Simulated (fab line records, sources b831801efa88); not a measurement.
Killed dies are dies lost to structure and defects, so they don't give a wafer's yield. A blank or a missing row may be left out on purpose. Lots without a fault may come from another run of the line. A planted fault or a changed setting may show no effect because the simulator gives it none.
Which tool did it? | flow gf180mcu | 12 lots, 36 wafers sampled, at 6 steps of a route of 602

WHAT THE GAUGES READ, wafer by wafer
GF_STI_THK_MEAS_30.
lot  | measured    | on            | STI_OXIDATION_02_THK (nm)
L123 | day 2 10:45 | film_metro-04 | 9.87 9.71 9.73
L124 | day 2 13:54 | film_metro-04 | 9.63 9.70 9.74
L125 | day 2 18:07 | film_metro-04 | 10.07 10.03 10.29
L130 | day 3 18:05 | film_metro-03 | 9.62 9.50 9.64
L131 | day 3 23:52 | film_metro-03 | 9.78 9.71 9.68
L135 | day 4 20:17 | film_metro-03 | 10.05 9.97 9.93
L136 | day 5 00:07 | film_metro-01 | 9.68 9.70 9.68
L138 | day 5 18:26 | film_metro-01 | 9.77 9.82 9.52
L140 | day 6 07:52 | film_metro-04 | 9.49 9.52 9.58
L141 | day 6 07:54 | film_metro-01 | 10.06 10.06 9.72
L142 | day 6 17:02 | film_metro-03 | 9.69 9.66 9.67
L146 | day 7 09:32 | film_metro-04 | 10.00 9.85 9.81

GF_MVPSD_TW_MEAS_11.
lot  | measured     | on            | MVPSD_TW
L123 | day 5 04:58  | film_metro-01 | 560 557 560
L124 | day 5 09:52  | film_metro-02 | 549 549 551
L125 | day 5 14:13  | film_metro-02 | 548 548 549
L130 | day 6 17:24  | film_metro-03 | 581 582 583
L131 | day 6 21:55  | film_metro-03 | 586 583 585
L135 | day 7 22:12  | film_metro-01 | 556 554 555
L136 | day 8 02:13  | film_metro-01 | 558 557 556
L138 | day 8 23:51  | film_metro-03 | 544 542 545
L140 | day 9 15:52  | film_metro-02 | 551 553 553
L141 | day 9 16:26  | film_metro-02 | 552 555 550
L142 | day 10 04:46 | film_metro-02 | 552 553 552
L146 | day 10 23:47 | film_metro-03 | 546 551 547

GF_VT_IMPLANT_OVL_MEAS_18.
lot  | measured     | on         | VT_IMPLANT_01_OVL (nm)
L123 | day 6 08:56  | overlay-02 | 6.1 2.8 2.8
L124 | day 6 13:02  | overlay-02 | 0.7 0.5 2.5
L125 | day 6 18:20  | overlay-02 | 2.5 0.2 -0.1
L130 | day 8 00:28  | overlay-01 | 2.7 3.6 3.9
L131 | day 8 04:59  | overlay-02 | 2.6 5.2 4.8
L135 | day 9 05:41  | overlay-01 | 2.0 2.9 2.3
L136 | day 9 11:32  | overlay-02 | 3.0 4.6 4.0
L138 | day 10 11:26 | overlay-02 | 1.0 -0.3 1.5
L140 | day 11 03:13 | overlay-01 | 1.4 1.0 0.3
L141 | day 11 03:31 | overlay-02 | -0.3 0.3 1.0
L142 | day 11 17:14 | overlay-02 | 2.8 2.1 3.5
L146 | day 12 12:49 | overlay-01 | 0.5 1.0 1.3

GF_VT_IMPLANT_RS_MEAS_49: measures by four-point-probe.
lot  | measured     | on            | MVPSD_RS (ohm/sq)
L123 | day 7 16:10  | film_metro-01 | 1170.4 1166.8 1169.6
L124 | day 7 20:47  | film_metro-01 | 1171.0 1170.9 1169.0
L125 | day 8 02:54  | film_metro-01 | 1171.4 1172.2 1170.3
L130 | day 9 10:29  | film_metro-01 | 1036.8 1033.8 1033.5
L131 | day 9 15:22  | film_metro-03 | 1034.6 1033.3 1031.3
L135 | day 10 17:59 | film_metro-01 | 1169.9 1171.7 1172.3
L136 | day 10 23:35 | film_metro-01 | 1171.0 1169.0 1168.7
L138 | day 12 00:06 | film_metro-02 | 1170.0 1171.6 1165.0
L140 | day 12 17:26 | film_metro-02 | 1171.5 1169.4 1168.9
L141 | day 12 18:24 | film_metro-03 | 1169.9 1169.4 1173.7
L142 | day 13 08:32 | film_metro-02 | 1166.5 1169.1 1170.9
L146 | day 14 05:31 | film_metro-02 | 1164.0 1165.8 1167.3

WHICH TOOL RAN EACH LOT (tool, then ch and the chambers of the sampled wafers, then the start)
lot  | GF_MVPSD_IMPLANT_08             | GF_MVPSD_STRIP_10
L123 | implanter-01 ch 0, day 5 04:35  | plasma_asher-03 ch 1, day 5 04:52
L124 | implanter-01 ch 0, day 5 09:28  | plasma_asher-01 ch 0,1, day 5 09:46
L125 | implanter-01 ch 0, day 5 13:49  | plasma_asher-01 ch 0,1, day 5 14:07
L130 | implanter-01 ch 0, day 6 17:00  | plasma_asher-01 ch 0,1, day 6 17:18
L131 | implanter-01 ch 0, day 6 21:32  | plasma_asher-01 ch 0,1, day 6 21:49
L135 | implanter-04 ch 0, day 7 21:48  | plasma_asher-03 ch 0,1, day 7 22:06
L136 | implanter-02 ch 0, day 8 01:49  | plasma_asher-02 ch 0,1, day 8 02:07
L138 | implanter-02 ch 0, day 8 23:27  | plasma_asher-02 ch 0,1, day 8 23:45
L140 | implanter-01 ch 0, day 9 15:28  | plasma_asher-01 ch 0, day 9 15:46
L141 | implanter-02 ch 0, day 9 16:05  | plasma_asher-03 ch 0,1, day 9 16:20
L142 | implanter-04 ch 0, day 10 04:22 | plasma_asher-03 ch 0,1, day 10 04:40
L146 | implanter-04 ch 0, day 10 23:24 | plasma_asher-01 ch 0,1, day 10 23:40
- GF_MVPSD_IMPLANT_08
- GF_MVPSD_STRIP_10: strips in O2/N2.

WHAT THE TOOLS THEMSELVES READ (means of the sampled wafers that have a number; where no wafer has one, the mark that the record gives instead)
GF_MVPSD_IMPLANT_08.
lot  | tool         | dose_ions_cm2 | end_station_pressure_torr (Torr) | faraday_current_uA
L123 | implanter-01 | 1.5011e+13    | 5.18e-06                         | 84.8
L124 | implanter-01 | 1.5019e+13    | 5.28e-06                         | 84.9
L125 | implanter-01 | 1.4991e+13    | 4.79e-06                         | 82.9
L130 | implanter-01 | 1.9181e+13    | 5.07e-06                         | 108.0
L131 | implanter-01 | 1.9176e+13    | 5.18e-06                         | 109.3
L135 | implanter-04 | 1.5001e+13    | 5.05e-06                         | 85.7
L136 | implanter-02 | 1.5009e+13    | 5.04e-06                         | 85.9
L138 | implanter-02 | 1.5000e+13    | 5.28e-06                         | 84.7
L140 | implanter-01 | 1.4995e+13    | 5.24e-06                         | 83.9
L141 | implanter-02 | 1.5013e+13    | 5.07e-06                         | 83.5
L142 | implanter-04 | 1.5013e+13    | 5.22e-06                         | 84.7
L146 | implanter-04 | 1.4998e+13    | 5.19e-06                         | 84.7

GF_MVPSD_STRIP_10.
lot  | tool            | drypump_motor_current_A (A) | heater_power_w (W) | n2_flow_sccm (sccm) | oes_product_au (a.u.) | platen_temp_c (C) | strip_time_to_endpoint_s (s)
L123 | plasma_asher-03 | 5.91                        | 382                | 300.4               | 0.723                 | 249.87            | 36.95
L124 | plasma_asher-01 | 5.68                        | 334                | 299.2               | 0.719                 | 249.81            | 36.99
L125 | plasma_asher-01 | 5.68                        | 315                | 300.4               | 0.723                 | 250.03            | 37.10
L130 | plasma_asher-01 | 5.66                        | 316                | 300.2               | 0.723                 | 250.02            | 37.02
L131 | plasma_asher-01 | 5.69                        | 339                | 299.8               | 0.721                 | 250.04            | 37.00
L135 | plasma_asher-03 | 5.78                        | 380                | 302.0               | 0.722                 | 250.10            | 37.00
L136 | plasma_asher-02 | 5.66                        | 316                | 301.0               | 0.726                 | 250.02            | 36.85
L138 | plasma_asher-02 | 5.75                        | 308                | 300.0               | 0.720                 | 249.85            | 36.94
L140 | plasma_asher-01 | 5.62                        | 299                | 300.4               | 0.723                 | 249.83            | 36.91
L141 | plasma_asher-03 | 5.75                        | 377                | 301.4               | 0.727                 | 250.24            | 36.89
L142 | plasma_asher-03 | 5.84                        | 377                | 298.7               | 0.722                 | 250.08            | 37.07
L146 | plasma_asher-01 | 5.67                        | 335                | 298.6               | 0.720                 | 249.94            | 37.06

THE ANSWER, worked out from the rows above alone
Rule: what is usual is taken from the lots themselves. Put in order of their means at a reading, lots are off if they are a third of the lots or fewer, leave a main group of 4 or more, and stand apart from it by a gap of 3 or more times the standard deviation of the main group's means; of several such gaps the widest counts. A main group whose means are all the same, to the digits that the tables above print for the reading, isn't used. A lot without any number at a reading at which 4 lots or more have one is off too. The other lots that the step has rows for count as sound. The gauges are gone through in route order, then the tools' own readings, and for those a lot's mean is taken as printed above. The first step at which some lot is off is used, and at that step the reading that is off furthest; a lot without a number counts as furthest.
Off: L130, L131, at GF_MVPSD_TW_MEAS_11 (MVPSD_TW). The main group: mean 552, standard deviation 4.3.
A tool fits if, at a process step before that reading, it ran every lot that is off, and no sound lot after the first of them. The gauges at GF_MVPSD_TW_MEAS_11 aren't tried: what is off there is off at GF_MVPSD_IMPLANT_08 too, on other tools, and a gauge's error can't cause that. None of those tried fits.

WHAT THE SIMULATOR HAD PUT IN
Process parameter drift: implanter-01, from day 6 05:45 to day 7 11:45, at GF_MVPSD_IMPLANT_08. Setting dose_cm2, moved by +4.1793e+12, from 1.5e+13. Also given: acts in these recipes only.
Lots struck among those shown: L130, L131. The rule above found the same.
